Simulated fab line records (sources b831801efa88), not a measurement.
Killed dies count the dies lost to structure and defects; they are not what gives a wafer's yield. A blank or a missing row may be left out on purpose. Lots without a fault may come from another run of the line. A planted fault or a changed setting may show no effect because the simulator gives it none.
fab line records | flow sky130
record: lots: 5 | wafers: 15 | lastDay: 50
route steps=708 shown SD_P@327 RES_XHIGH@332 SD_N@342 SALICIDE@361 PAD_OPEN@708
lots with no fault: from the same line, run without faults
startH: the number of hours between the record's first day and the start of the first shown wafer of the lot | waitH: time in hours since the lot's previous step | " as in the row above | L1.1+2: one row covering several wafers at once | - value missing, or start not given | * or withheld: withheld | < > ~ a bound
route shown NAME@n: names a module that has steps shown in the file, with the first one's number in the route | usual: average and standard deviation across the fault-free wafers | same: alike in all rows | chamber/n: place in a boat | sites: readings site by site | _std_site: their standard deviation | _edge_site: outer sites' mean less inner sites' | radiusMm: for every site, how far away it sits from the centre of the wafer | mask NAME#n: copy n | behind: the last tool/chamber to shape the wafer | hold: what put the lot on hold/how long, in hours/how the hold closed | device: transistor that didn't switch, given as n, p or np | end of line: the route-end tests of the same wafers | a step given without rows: its recipe and nothing more | killed: the dies lost at the first sort to structure and to defects; this is not the yield of the wafer | map: shows each die of a wafer: x if killed, . if not, _ if none is there
set.NAME: the run value of the setting; set.NAME@STEP: its run value at that earlier step | model.NAME: the simulator's own value behind a step, which no gauge read
lots seen at some steps along the route; tables by step, rows by wafer
services: from which hour (startH, from the record's first day; less than 0 if before it) a tool's chamber was out of use, for how many hours, and why
== steps ==
step: SKY_SD_P_CD_MEAS_07
recipe: targetCdNm: 380
usual: cdNm: 380.0/2.5
lot.wafer | tool     | chamber | startH | waitH | cdNm
L508.2    | cdSem-01 | -       | 629.99 | 0.1   | 382.8
L508.3    | "        | -       | "      | "     | 383.4
L508.4    | "        | -       | "      | "     | 384.8
L513.2    | cdSem-01 | -       | 669.91 | 0.1   | 378.3
L513.5    | "        | -       | "      | "     | 376.3
L513.6    | "        | -       | "      | "     | 377.5
L514.1    | cdSem-02 | -       | 674.99 | 0.1   | 378.8
L514.3    | "        | -       | "      | "     | 380.0
L514.5    | "        | -       | "      | "     | 376.6
L519.2    | cdSem-02 | -       | 723.41 | 0.1   | 381.6
L519.3    | "        | -       | "      | "     | 380.0
L519.5    | "        | -       | "      | "     | 380.8
L525.1    | cdSem-01 | -       | 778.01 | 0.1   | 380.4
L525.3    | "        | -       | "      | "     | 379.5
L525.5    | "        | -       | "      | "     | 381.5
step: SKY_SD_P_OVL_MEAS_08
usual: SD_P_OVL: -0.5/1.4
lot.wafer | tool       | chamber | startH | waitH | SD_P_OVL[nm]
L508.2    | overlay-01 | -       | 630.10 | 0.1   | 0.4
L508.3    | "          | -       | "      | "     | 2.0
L508.4    | "          | -       | "      | "     | 1.3
L513.2    | overlay-01 | -       | 670.01 | 0.1   | -0.1
L513.5    | "          | -       | "      | "     | -0.2
L513.6    | "          | -       | "      | "     | 2.4
L514.1    | overlay-02 | -       | 675.11 | 0.1   | -1.8
L514.3    | "          | -       | "      | "     | 0.2
L514.5    | "          | -       | "      | "     | -2.3
L519.2    | overlay-02 | -       | 723.51 | 0.1   | -1.6
L519.3    | "          | -       | "      | "     | -0.7
L519.5    | "          | -       | "      | "     | -1.5
L525.1    | overlay-01 | -       | 778.13 | 0.1   | -2.5
L525.3    | "          | -       | "      | "     | -1.5
L525.5    | "          | -       | "      | "     | -0.9
step: SKY_SD_P_IMPLANT_09
recipe: species: BF2 | energyKev: 20 | doseCm2: 3e+15 | tiltDeg: 0
step: SKY_SD_P_STRIP_10
recipe: chemistry: O2/N2 | powerW: 1400 | pressureMtorr: 1500 | platenTempC: withheld | o2FlowSccm: 3000 | n2FlowSccm: 300 | overashFraction: 0.5
usual: drypumpMotorCurrentA: 5.9/0.52 | oesProductAu: 0.618/0.0044 | stripTimeToEndpointS: 17.50/0.039
lot.wafer | tool           | chamber | startH | waitH | drypumpMotorCurrentA | oesProductAu | rfHoursCounterH | stripTimeToEndpointS
L508.2    | plasmaAsher-03 | 1       | 630.28 | 0.1   | 6.4                  | 0.616        | 78              | 17.46
L508.3    | "              | 1       | "      | "     | 6.4                  | 0.618        | -               | 17.42
L508.4    | "              | 0       | "      | "     | 5.3                  | 0.616        | -               | 17.43
L513.2    | plasmaAsher-02 | 0       | 670.19 | 0.1   | 5.5                  | 0.622        | 21              | 17.48
L513.5    | "              | 0       | "      | "     | 5.4                  | 0.614        | -               | 17.50
L513.6    | "              | 1       | "      | "     | 5.4                  | 0.617        | -               | 17.52
L514.1    | plasmaAsher-01 | 0       | 675.29 | 0.1   | 6.4                  | 0.613        | 57              | 17.49
L514.3    | "              | 0       | "      | "     | 6.4                  | 0.616        | -               | 17.50
L514.5    | "              | 1       | "      | "     | 6.5                  | 0.626        | -               | 17.49
L519.2    | plasmaAsher-03 | 0       | 723.69 | 0.1   | 5.4                  | 0.617        | 87              | 17.48
L519.3    | "              | 1       | "      | "     | 6.4                  | 0.616        | -               | 17.47
L519.5    | "              | 1       | "      | "     | 6.4                  | 0.625        | -               | 17.51
L525.1    | plasmaAsher-02 | 0       | 778.32 | 0.1   | 5.4                  | 0.615        | 32              | 17.52
L525.3    | "              | 0       | "      | "     | 5.5                  | 0.615        | -               | 17.53
L525.5    | "              | 0       | "      | "     | 5.4                  | 0.622        | -               | 17.54
step: SKY_SD_P_TW_MEAS_11
usual: SD_P_TW: 2850/10
lot.wafer | tool         | chamber | startH | waitH | SD_P_TW
L508.2    | filmMetro-02 | -       | 630.39 | 0.1   | 2855
L508.3    | "            | -       | "      | "     | 2864
L508.4    | "            | -       | "      | "     | 2853
L513.2    | filmMetro-04 | -       | 670.30 | 0.1   | 2864
L513.5    | "            | -       | "      | "     | 2865
L513.6    | "            | -       | "      | "     | 2855
L514.1    | filmMetro-02 | -       | 675.39 | 0.1   | 2851
L514.3    | "            | -       | "      | "     | 2859
L514.5    | "            | -       | "      | "     | 2857
L519.2    | filmMetro-03 | -       | 723.80 | 0.1   | 2851
L519.3    | "            | -       | "      | "     | 2854
L519.5    | "            | -       | "      | "     | 2840
L525.1    | filmMetro-02 | -       | 778.42 | 0.1   | 2841
L525.3    | "            | -       | "      | "     | 2837
L525.5    | "            | -       | "      | "     | 2852
step: SKY_RES_XHIGH_DEHYDRATE_00
recipe: tempC: 200 | timeS: 60
step: SKY_RES_XHIGH_HMDS_01
recipe: primeTimeS: 60 | primeTempC: 120
step: SKY_RES_XHIGH_COAT_02
recipe: resist: NOVOLAK | spinRpm: 3000 | resistThkNm: 1140
step: SKY_RES_XHIGH_SOFTBAKE_03
recipe: tempC: 90 | timeS: 60 | resist: NOVOLAK
step: SKY_RES_XHIGH_EXPOSE_04
recipe: maskId: URPM | na: 0.6 | sourceShape: conventional | sigmaOuter: 0.6 | polarization: unpolarized | targetCdNm: 1270 | doseMj: 140
step: SKY_RES_XHIGH_PEB_05
recipe: tempC: withheld | timeS: * | resist: NOVOLAK
step: SKY_RES_XHIGH_DEVELOP_06
recipe: resist: NOVOLAK | developer: TMAH | developTimeS: 60 | devTempC: 23
step: SKY_RES_XHIGH_IMPLANT_07
recipe: species: BF2 | energyKev: 20 | doseCm2: 3.6e+14 | tiltDeg: 0
usual: endStationPressureTorr: 5.24e-06/2.9e-07
lot.wafer | tool         | chamber | startH | waitH | endStationPressureTorr
L508.2    | implanter-04 | 0       | 659.04 | 0.1   | 5.16e-06
L508.3    | "            | 0       | "      | "     | 5.36e-06
L508.4    | "            | 0       | "      | "     | 5.21e-06
L513.2    | implanter-01 | 0       | 698.12 | 0.1   | 5.07e-06
L513.5    | "            | 0       | "      | "     | 4.76e-06
L513.6    | "            | 0       | "      | "     | 4.99e-06
L514.1    | implanter-04 | 0       | 702.45 | 0.1   | 5.31e-06
L514.3    | "            | 0       | "      | "     | 5.12e-06
L514.5    | "            | 0       | "      | "     | 5.09e-06
L519.2    | implanter-01 | 0       | 751.67 | 0.1   | 4.98e-06
L519.3    | "            | 0       | "      | "     | 5.03e-06
L519.5    | "            | 0       | "      | "     | 5.33e-06
L525.1    | implanter-03 | 0       | 805.17 | 0.1   | 4.84e-06
L525.3    | "            | 0       | "      | "     | 5.1e-06
L525.5    | "            | 0       | "      | "     | 5.25e-06
step: SKY_RES_XHIGH_STRIP_08
recipe: chemistry: O2/N2 | powerW: 1400 | pressureMtorr: 1500 | platenTempC: withheld | o2FlowSccm: 3000 | n2FlowSccm: 300 | overashFraction: 0.5
usual: drypumpMotorCurrentA: 5.8/0.44 | oesProductAu: 0.711/0.0045 | stripTimeToEndpointS: 14.28/0.035
lot.wafer | tool           | chamber | startH | waitH | drypumpMotorCurrentA | oesProductAu | rfHoursCounterH | stripTimeToEndpointS
L508.2    | plasmaAsher-01 | 1       | 659.16 | 0.1   | 6.4                  | 0.717        | 55              | 14.28
L508.3    | "              | 0       | "      | "     | 6.4                  | 0.716        | -               | 14.31
L508.4    | "              | 1       | "      | "     | 6.5                  | 0.713        | -               | 14.30
L513.2    | plasmaAsher-02 | 1       | 698.25 | 0.1   | 5.4                  | 0.710        | 24              | 14.31
L513.5    | "              | 1       | "      | "     | 5.4                  | 0.695        | -               | 14.29
L513.6    | "              | 0       | "      | "     | 5.4                  | 0.707        | -               | 14.30
L514.1    | plasmaAsher-04 | 1       | 702.60 | 0.1   | 5.6                  | 0.709        | 102             | 14.25
L514.3    | "              | 0       | "      | "     | 5.5                  | 0.711        | -               | 14.22
L514.5    | "              | 0       | "      | "     | 5.5                  | 0.706        | -               | 14.27
L519.2    | plasmaAsher-02 | 0       | 751.80 | 0.1   | 5.4                  | 0.713        | 29              | 14.29
L519.3    | "              | 1       | "      | "     | 5.4                  | 0.712        | -               | 14.26
L519.5    | "              | 1       | "      | "     | 5.4                  | 0.717        | -               | 14.29
L525.1    | plasmaAsher-04 | 1       | 805.32 | 0.1   | 5.6                  | 0.713        | 6               | 14.26
L525.3    | "              | 0       | "      | "     | 5.5                  | 0.711        | -               | 14.30
L525.5    | "              | 1       | "      | "     | 5.6                  | 0.712        | -               | 14.27
step: SKY_RES_XHIGH_TW_MEAS_09
usual: RES_XHIGH_TW: 1651/6.7
lot.wafer | tool         | chamber | startH | waitH | RES_XHIGH_TW
L508.2    | filmMetro-03 | -       | 659.27 | 0.1   | 1658
L508.3    | "            | -       | "      | "     | 1638
L508.4    | "            | -       | "      | "     | 1648
L513.2    | filmMetro-03 | -       | 698.36 | 0.1   | 1650
L513.5    | "            | -       | "      | "     | 1654
L513.6    | "            | -       | "      | "     | 1653
L514.1    | filmMetro-03 | -       | 702.71 | 0.1   | 1652
L514.3    | "            | -       | "      | "     | 1655
L514.5    | "            | -       | "      | "     | 1652
L519.2    | filmMetro-03 | -       | 751.91 | 0.1   | 1640
L519.3    | "            | -       | "      | "     | 1656
L519.5    | "            | -       | "      | "     | 1649
L525.1    | filmMetro-02 | -       | 805.42 | 0.1   | 1650
L525.3    | "            | -       | "      | "     | 1657
L525.5    | "            | -       | "      | "     | 1655
step: SKY_SD_N_DEHYDRATE_00
recipe: tempC: 200 | timeS: 60
step: SKY_SD_N_HMDS_01
recipe: primeTimeS: 60 | primeTempC: 120
step: SKY_SD_N_COAT_02
recipe: resist: NOVOLAK | spinRpm: 3000 | resistThkNm: 1140
step: SKY_SD_N_SOFTBAKE_03
recipe: tempC: 90 | timeS: 60 | resist: NOVOLAK
step: SKY_SD_N_EXPOSE_04
recipe: maskId: NSDM | na: 0.6 | sourceShape: conventional | sigmaOuter: 0.6 | polarization: unpolarized | targetCdNm: 380 | doseMj: 141
step: SKY_SD_N_PEB_05
recipe: tempC: withheld | timeS: * | resist: NOVOLAK
step: SKY_SD_N_DEVELOP_06
recipe: resist: NOVOLAK | developer: TMAH | developTimeS: 60 | devTempC: 23
step: SKY_SD_N_CD_MEAS_07
recipe: targetCdNm: 380
usual: cdNm: 379.9/2.6
lot.wafer | tool     | chamber | startH | waitH | cdNm
L508.2    | cdSem-01 | -       | 687.57 | 0.1   | 380.2
L508.3    | "        | -       | "      | "     | 380.0
L508.4    | "        | -       | "      | "     | 383.7
L513.2    | cdSem-01 | -       | 726.28 | 0.1   | 378.2
L513.5    | "        | -       | "      | "     | 381.9
L513.6    | "        | -       | "      | "     | 378.0
L514.1    | cdSem-01 | -       | 730.39 | 0.2   | 380.2
L514.3    | "        | -       | "      | "     | 377.5
L514.5    | "        | -       | "      | "     | 380.2
L519.2    | cdSem-02 | -       | 779.16 | 0.1   | 383.6
L519.3    | "        | -       | "      | "     | 384.5
L519.5    | "        | -       | "      | "     | 385.4
L525.1    | cdSem-02 | -       | 832.16 | 0.1   | 381.5
L525.3    | "        | -       | "      | "     | 380.2
L525.5    | "        | -       | "      | "     | 379.8
step: SKY_SD_N_OVL_MEAS_08
usual: SD_N_OVL: -1.0/1.4
lot.wafer | tool       | chamber | startH | waitH | SD_N_OVL[nm]
L508.2    | overlay-01 | -       | 687.67 | 0.1   | 1.1
L508.3    | "          | -       | "      | "     | 1.1
L508.4    | "          | -       | "      | "     | -0.6
L513.2    | overlay-01 | -       | 726.39 | 0.1   | -1.0
L513.5    | "          | -       | "      | "     | -3.1
L513.6    | "          | -       | "      | "     | -0.9
L514.1    | overlay-01 | -       | 730.51 | 0.1   | -1.0
L514.3    | "          | -       | "      | "     | -0.3
L514.5    | "          | -       | "      | "     | -2.1
L519.2    | overlay-02 | -       | 779.26 | 0.1   | -0.9
L519.3    | "          | -       | "      | "     | 1.2
L519.5    | "          | -       | "      | "     | 0.5
L525.1    | overlay-01 | -       | 832.28 | 0.1   | 2.0
L525.3    | "          | -       | "      | "     | 1.2
L525.5    | "          | -       | "      | "     | 1.8
step: SKY_SD_N_IMPLANT_09
recipe: species: As | energyKev: 50 | doseCm2: 4e+15 | tiltDeg: 0
step: SKY_SD_N_IMPLANT_10
recipe: species: P | energyKev: 20 | doseCm2: 1e+14 | tiltDeg: 0
step: SKY_SD_N_STRIP_11
recipe: chemistry: O2/N2 | powerW: 1400 | pressureMtorr: 1500 | platenTempC: withheld | o2FlowSccm: 3000 | n2FlowSccm: 300 | overashFraction: 0.5
usual: drypumpMotorCurrentA: 6.0/0.47 | oesProductAu: 0.527/0.0046 | stripTimeToEndpointS: 22.55/0.038
lot.wafer | tool           | chamber | startH | waitH | drypumpMotorCurrentA | oesProductAu | rfHoursCounterH | stripTimeToEndpointS
L508.2    | plasmaAsher-04 | 1       | 688.00 | 0.1   | 5.6                  | 0.524        | 101             | 22.57
L508.3    | "              | 0       | "      | "     | 5.5                  | 0.522        | -               | 22.58
L508.4    | "              | 1       | "      | "     | 5.5                  | 0.517        | -               | 22.56
L513.2    | plasmaAsher-03 | 1       | 726.72 | 0.1   | 6.4                  | 0.525        | 88              | 22.57
L513.5    | "              | 1       | "      | "     | 6.5                  | 0.530        | -               | 22.57
L513.6    | "              | 0       | "      | "     | 5.4                  | 0.526        | -               | 22.55
L514.1    | plasmaAsher-01 | 1       | 730.85 | 0.1   | 6.5                  | 0.536        | 63              | 22.56
L514.3    | "              | 0       | "      | "     | 6.4                  | 0.530        | -               | 22.56
L514.5    | "              | 0       | "      | "     | 6.4                  | 0.525        | -               | 22.55
L519.2    | plasmaAsher-01 | 1       | 779.59 | 0.1   | 6.5                  | 0.522        | 68              | 22.47
L519.3    | "              | 1       | "      | "     | 6.4                  | 0.525        | -               | 22.45
L519.5    | "              | 0       | "      | "     | 6.4                  | 0.524        | -               | 22.48
L525.1    | plasmaAsher-04 | 1       | 832.62 | 0.1   | 5.6                  | 0.528        | 9               | 22.53
L525.3    | "              | 0       | "      | "     | 5.5                  | 0.524        | -               | 22.55
L525.5    | "              | 0       | "      | "     | 5.5                  | 0.525        | -               | 22.57
step: SKY_SD_N_TW_MEAS_12
usual: SD_N_TW: 4016/16
lot.wafer | tool         | chamber | startH | waitH | SD_N_TW
L508.2    | filmMetro-03 | -       | 688.11 | 0.1   | 4031
L508.3    | "            | -       | "      | "     | 4040
L508.4    | "            | -       | "      | "     | 4031
L513.2    | filmMetro-04 | -       | 726.83 | 0.1   | 3985
L513.5    | "            | -       | "      | "     | 3994
L513.6    | "            | -       | "      | "     | 4018
L514.1    | filmMetro-02 | -       | 730.95 | 0.1   | 4014
L514.3    | "            | -       | "      | "     | 4013
L514.5    | "            | -       | "      | "     | 4027
L519.2    | filmMetro-02 | -       | 779.70 | 0.1   | 3994
L519.3    | "            | -       | "      | "     | 3990
L519.5    | "            | -       | "      | "     | 3997
L525.1    | filmMetro-02 | -       | 832.72 | 0.1   | 4030
L525.3    | "            | -       | "      | "     | 4031
L525.5    | "            | -       | "      | "     | 4024
step: SKY_SD_N_CLEAN_13
recipe: chemistry: SC1/SC2 | mix: 1:4:20 | tempC: 70 | timeS: 150 | dry: n2Spin
step: SKY_SD_N_RTA_14
recipe: tempC: 1075 | timeS: 2 | idleTempC: 650 | rampUpCPerS: 150 | rampDownCPerS: 90 | ambient: N2
usual: chamberO2Ppm: 2.000/0.026 | lampPowerPct: 15.74/0.058 | wafer_temp_C_max: 1078.0/1.2
lot.wafer | tool         | chamber | startH | waitH | chamberO2Ppm | lampPowerPct | wafer_temp_C_max
L508.2    | rtpAnneal-02 | 0       | 688.22 | 0.0   | 1.972        | 15.72        | 1076.5
L508.3    | "            | 0       | "      | "     | 1.984        | 15.82        | 1076.8
L508.4    | "            | 0       | "      | "     | 1.985        | 15.61        | 1080.5
L513.2    | rtpAnneal-02 | 0       | 726.94 | 0.0   | 2.013        | 15.75        | 1077.2
L513.5    | "            | 0       | "      | "     | 1.931        | 15.72        | 1078.3
L513.6    | "            | 0       | "      | "     | 1.961        | 15.70        | 1078.5
L514.1    | rtpAnneal-01 | 0       | 731.06 | 0.0   | 1.989        | 15.74        | 1077.6
L514.3    | "            | 0       | "      | "     | 2.013        | 15.69        | 1078.4
L514.5    | "            | 0       | "      | "     | 2.035        | 15.73        | 1079.1
L519.2    | rtpAnneal-01 | 0       | 779.86 | 0.0   | 2.031        | 15.75        | 1078.4
L519.3    | "            | 0       | "      | "     | 1.990        | 15.85        | 1076.5
L519.5    | "            | 0       | "      | "     | 2.044        | 15.82        | 1077.4
L525.1    | rtpAnneal-01 | 0       | 832.83 | 0.0   | 1.988        | 15.70        | 1078.1
L525.3    | "            | 0       | "      | "     | 1.985        | 15.79        | 1080.0
L525.5    | "            | 0       | "      | "     | 1.986        | 15.85        | 1081.2
step: SKY_SD_N_RS_MEAS_16
recipe: thkMeasGauge: four-point-probe
usual: SD_N_RS: 68.56/0.11
lot.wafer | tool         | chamber | startH | waitH | SD_N_RS[ohm/sq]
L508.2    | filmMetro-02 | -       | 688.41 | 0.1   | 68.41
L508.3    | "            | -       | "      | "     | 68.37
L508.4    | "            | -       | "      | "     | 68.54
L513.2    | filmMetro-03 | -       | 727.13 | 0.1   | 68.58
L513.5    | "            | -       | "      | "     | 68.57
L513.6    | "            | -       | "      | "     | 68.60
L514.1    | filmMetro-04 | -       | 731.24 | 0.1   | 68.28
L514.3    | "            | -       | "      | "     | 68.49
L514.5    | "            | -       | "      | "     | 68.38
L519.2    | filmMetro-03 | -       | 780.05 | 0.1   | 68.67
L519.3    | "            | -       | "      | "     | 68.73
L519.5    | "            | -       | "      | "     | 68.58
L525.1    | filmMetro-04 | -       | 833.00 | 0.1   | 68.57
L525.3    | "            | -       | "      | "     | 68.57
L525.5    | "            | -       | "      | "     | 68.52
step: SKY_SD_N_RS_MEAS_17
recipe: thkMeasGauge: four-point-probe
usual: SD_P_RS: 147.0/0.41
lot.wafer | tool         | chamber | startH | waitH | SD_P_RS[ohm/sq]
L508.2    | filmMetro-02 | -       | 688.53 | 0.1   | 145.9
L508.3    | "            | -       | "      | "     | 146.5
L508.4    | "            | -       | "      | "     | 146.3
L513.2    | filmMetro-03 | -       | 727.25 | 0.1   | 147.0
L513.5    | "            | -       | "      | "     | 147.1
L513.6    | "            | -       | "      | "     | 147.3
L514.1    | filmMetro-04 | -       | 731.36 | 0.1   | 146.4
L514.3    | "            | -       | "      | "     | 146.6
L514.5    | "            | -       | "      | "     | 146.7
L519.2    | filmMetro-03 | -       | 780.17 | 0.1   | 146.9
L519.3    | "            | -       | "      | "     | 147.1
L519.5    | "            | -       | "      | "     | 146.6
L525.1    | filmMetro-04 | -       | 833.12 | 0.1   | 146.5
L525.3    | "            | -       | "      | "     | 147.2
L525.5    | "            | -       | "      | "     | 146.6
step: SKY_SD_N_RS_MEAS_18
recipe: thkMeasGauge: four-point-probe
usual: RES_XHIGH_RS: 333.2/1.2
lot.wafer | tool         | chamber | startH | waitH | RES_XHIGH_RS[ohm/sq]
L508.2    | filmMetro-02 | -       | 688.65 | 0.1   | 335.2
L508.3    | "            | -       | "      | "     | 334.8
L508.4    | "            | -       | "      | "     | 332.7
L513.2    | filmMetro-03 | -       | 727.37 | 0.1   | 332.0
L513.5    | "            | -       | "      | "     | 332.5
L513.6    | "            | -       | "      | "     | 332.9
L514.1    | filmMetro-04 | -       | 731.48 | 0.1   | 334.9
L514.3    | "            | -       | "      | "     | 335.3
L514.5    | "            | -       | "      | "     | 334.3
L519.2    | filmMetro-03 | -       | 780.29 | 0.1   | 339.4
L519.3    | "            | -       | "      | "     | 336.5
L519.5    | "            | -       | "      | "     | 336.1
L525.1    | filmMetro-04 | -       | 833.24 | 0.1   | 333.5
L525.3    | "            | -       | "      | "     | 333.6
L525.5    | "            | -       | "      | "     | 334.1
step: SKY_SALICIDE_CLEAN_00
recipe: chemistry: HF-last | timeS: 30 | dilution: 100:1 | dry: ipaMarangoni
step: SKY_PAD_OPEN_PROBE_99
usual: killed_at_M0_to_M3: 43/6.6 | killed_at_M4_up: 3.1/1.9 | killedAtContacts: 24/5.2 | killedAtFrontEnd: 16/4.5 | killedAtOther: 0.4/0.62 | killedDies: 87/9 | killedOpen: 48/7 | killedShort: 39/6.2
same: grossDies: 492 | killedAtBackSide: 0
lot.wafer | tool      | chamber | startH  | waitH | killed_at_M0_to_M3 | killed_at_M4_up | killedAtContacts | killedAtFrontEnd | killedAtOther | killedDies | killedOpen | killedShort | model.etest.resXhighPo.rsOhmSqRange
L508.2    | prober-02 | -       | 1119.50 | 0.1   | 37                 | 2               | 21               | 21               | 0             | 81         | 46         | 35          | 51.85
L508.3    | prober-02 | -       | 1119.55 | 0.2   | 51                 | 2               | 18               | 11               | 0             | 82         | 40         | 42          | 79.95
L508.4    | prober-02 | -       | 1119.60 | 0.2   | 39                 | 5               | 33               | 10               | 0             | 87         | 59         | 28          | 74.09
L513.2    | prober-01 | -       | 1143.21 | 0.1   | 47                 | 4               | 23               | 17               | 0             | 91         | 52         | 39          | 92.18
L513.5    | prober-01 | -       | 1143.36 | 0.2   | 45                 | 1               | 26               | 24               | 1             | 97         | 53         | 43          | 88.05
L513.6    | prober-01 | -       | 1143.41 | 0.2   | 37                 | 5               | 26               | 25               | 1             | 94         | 53         | 41          | 76.93
L514.1    | prober-02 | -       | 1146.52 | 0.1   | 49                 | 2               | 22               | 16               | 1             | 90         | 42         | 47          | 35.09
L514.3    | prober-02 | -       | 1146.62 | 0.2   | 52                 | 3               | 28               | 16               | 1             | 100        | 52         | 48          | 49.33
L514.5    | prober-02 | -       | 1146.72 | 0.2   | 41                 | 2               | 19               | 19               | 0             | 81         | 44         | 37          | 34.84
L519.2    | prober-01 | -       | 1178.28 | 0.1   | 47                 | 2               | 34               | 15               | 0             | 98         | 46         | 51          | 384.6
L519.3    | prober-01 | -       | 1178.33 | 0.2   | 35                 | 2               | 35               | 18               | 0             | 90         | 50         | 40          | 375.3
L519.5    | prober-01 | -       | 1178.43 | 0.2   | 55                 | 4               | 38               | 18               | 2             | 117        | 65         | 51          | 390.9
L525.1    | prober-01 | -       | 1211.60 | 0.1   | 48                 | 5               | 19               | 14               | 1             | 87         | 46         | 41          | 21.79
L525.3    | prober-01 | -       | 1211.70 | 0.2   | 52                 | 5               | 28               | 9                | 1             | 95         | 58         | 37          | 40.02
L525.5    | prober-01 | -       | 1211.80 | 0.2   | 44                 | 1               | 28               | 17               | 0             | 90         | 51         | 39          | 27.67
killed by level:class
L508.2 VIA1:geometricParticle:open=7 CONTACT:geometricParticle:open=7 VIA2:geometricParticle:open=6 VIA3:geometricParticle:open=6 FIELD_ISO:geometricParticle:open=5 LI_CONTACT:geometricParticle:open=5 LOCAL_INTERCONNECT:geometricParticle:short=4 METAL1:geometricParticle:short=4
L508.3 VIA2:geometricParticle:open=9 LI_CONTACT:geometricParticle:open=8 VIA1:geometricParticle:open=6 VIA2:geometricParticle:short=6 VIA1:geometricParticle:short=5 VIA3:geometricParticle:short=5 VIA3:geometricParticle:open=5 METAL2:geometricParticle:short=5
L508.4 CONTACT:geometricParticle:open=13 LI_CONTACT:geometricParticle:open=11 VIA1:geometricParticle:open=10 VIA2:geometricParticle:open=8 VIA3:geometricParticle:open=6 CONTACT:geometricParticle:short=4 METAL1:geometricParticle:short=4 FIELD_ISO:geometricParticle:short=3
L513.2 VIA1:geometricParticle:open=12 CONTACT:geometricParticle:open=7 VIA2:geometricParticle:open=7 FIELD_ISO:geometricParticle:short=6 FIELD_ISO:geometricParticle:open=5 LI_CONTACT:geometricParticle:open=5 VIA2:geometricParticle:short=5 METAL2:geometricParticle:short=5
L513.5 FIELD_ISO:geometricParticle:open=8 VIA1:geometricParticle:open=8 LI_CONTACT:geometricParticle:open=7 CONTACT:geometricParticle:open=7 VIA2:geometricParticle:open=7 LOCAL_INTERCONNECT:geometricParticle:short=6 CONTACT:geometricParticle:short=6 VIA3:geometricParticle:open=5
L513.6 CONTACT:geometricParticle:open=10 VIA1:geometricParticle:open=9 LI_CONTACT:geometricParticle:open=9 FIELD_ISO:geometricParticle:open=8 POLY_GATE:geometricParticle:short=5 POLY_GATE:geometricParticle:open=5 CONTACT:geometricParticle:short=5 METAL2:geometricParticle:short=5
L514.1 VIA2:geometricParticle:open=11 CONTACT:geometricParticle:open=10 VIA1:geometricParticle:short=8 VIA1:geometricParticle:open=7 FIELD_ISO:geometricParticle:short=6 VIA2:geometricParticle:short=5 CONTACT:geometricParticle:short=5 POLY_GATE:geometricParticle:short=5
L514.3 VIA3:geometricParticle:open=11 CONTACT:geometricParticle:open=10 LI_CONTACT:geometricParticle:open=9 VIA1:geometricParticle:short=8 METAL2:geometricParticle:short=8 VIA2:geometricParticle:open=7 VIA1:geometricParticle:open=6 FIELD_ISO:geometricParticle:short=5
L514.5 CONTACT:geometricParticle:open=11 VIA3:geometricParticle:open=10 VIA1:geometricParticle:short=9 POLY_GATE:geometricParticle:short=7 VIA2:geometricParticle:open=7 FIELD_ISO:geometricParticle:short=6 VIA1:geometricParticle:open=6 METAL3:geometricParticle:short=4
L519.2 CONTACT:geometricParticle:open=13 VIA1:geometricParticle:open=9 METAL1:geometricParticle:short=8 LI_CONTACT:geometricParticle:short=7 LI_CONTACT:geometricParticle:open=7 METAL2:geometricParticle:short=7 VIA2:geometricParticle:open=7 CONTACT:geometricParticle:short=5
L519.3 VIA1:geometricParticle:open=13 CONTACT:geometricParticle:open=10 CONTACT:geometricParticle:short=10 LI_CONTACT:geometricParticle:open=9 VIA3:geometricParticle:open=6 VIA1:geometricParticle:short=5 FIELD_ISO:geometricParticle:open=4 POLY_GATE:geometricParticle:open=4
L519.5 VIA1:geometricParticle:open=17 CONTACT:geometricParticle:open=15 LI_CONTACT:geometricParticle:open=9 METAL2:geometricParticle:short=8 VIA2:geometricParticle:open=7 POLY_GATE:geometricParticle:open=6 CONTACT:geometricParticle:short=6 LOCAL_INTERCONNECT:geometricParticle:short=4
L525.1 VIA1:geometricParticle:open=15 METAL2:geometricParticle:short=10 CONTACT:geometricParticle:short=6 LI_CONTACT:geometricParticle:open=6 METAL1:geometricParticle:short=6 CONTACT:geometricParticle:open=5 VIA3:geometricParticle:open=5 POLY_GATE:geometricParticle:open=4
L525.3 VIA1:geometricParticle:open=19 CONTACT:geometricParticle:open=9 METAL2:geometricParticle:short=8 LI_CONTACT:geometricParticle:open=7 VIA3:geometricParticle:open=6 VIA1:geometricParticle:short=6 CONTACT:geometricParticle:short=5 LI_CONTACT:geometricParticle:short=3
L525.5 VIA1:geometricParticle:open=16 CONTACT:geometricParticle:open=8 LI_CONTACT:geometricParticle:open=7 VIA1:geometricParticle:short=6 FIELD_ISO:geometricParticle:short=5 CONTACT:geometricParticle:short=5 POLY_GATE:geometricParticle:short=4 METAL1:geometricParticle:short=4
== services ==
tool           | chamber | startH | hours | kind
plasmaAsher-01 | -       | 638.94 | 0.8   | repair
plasmaAsher-02 | -       | 655.33 | 14.6  | pm
implanter-01   | -       | 676.33 | 3.4   | repair
implanter-01   | -       | 707.21 | 0.5   | repair
plasmaAsher-04 | -       | 710.14 | 1.0   | repair
rtpAnneal-01   | -       | 713.62 | 8.9   | pm
implanter-04   | -       | 733.24 | 5.0   | pm
plasmaAsher-04 | -       | 733.75 | 9.0   | pm
plasmaAsher-04 | 0       | 733.75 | 9.0   | ventCycle
plasmaAsher-04 | 1       | 733.75 | 9.0   | ventCycle
plasmaAsher-04 | 0       | 742.75 | -     | clean
plasmaAsher-04 | 1       | 742.75 | -     | clean
plasmaAsher-03 | -       | 762.55 | 14.6  | pm
plasmaAsher-01 | -       | 769.49 | 1.9   | repair
rtpAnneal-02   | -       | 776.54 | 4.3   | pm
plasmaAsher-01 | -       | 785.53 | 2.8   | pm
implanter-03   | -       | 792.93 | 2.3   | repair
implanter-04   | -       | 817.35 | 5.9   | repair
== key ==
firstSign: step: SKY_SD_N_RS_MEAS_18 | reading: RES_XHIGH_RS | direction: up | sigmas: 3.5 | usual: 333.2 | struck: 337.3
effect none on later readings
modelEffect: step: SKY_PAD_OPEN_PROBE_99 | value: etest.resXhighPo.rsOhmSqRange | without: 45.36 | struck: 383.6
metAt SKY_RES_XHIGH_IMPLANT_07
struckWafers L519.2,L519.3,L519.5
testerLeftOut L519
onsetBetween 698.12 751.67
alsoFits SKY_SD_P_STRIP_10:plasmaAsher-03,SKY_RES_XHIGH_STRIP_08:plasmaAsher-02,SKY_SD_N_STRIP_11:plasmaAsher-01
fault: kind: processParameterDrift | tool: implanter-01 | chamber: - | onsetH: 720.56 | steps: SKY_RES_XHIGH_IMPLANT_07 | channel: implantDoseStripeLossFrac | offset: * | shape: step | endH: 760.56
testerLeftOut: of these lots the tester's yield and bins aren't shown, on N5 and GAA mostly nor the transistor test; their killed dies are dies lost to structure and defects alone, not to doping, threshold or leakage, so they don't give the yield
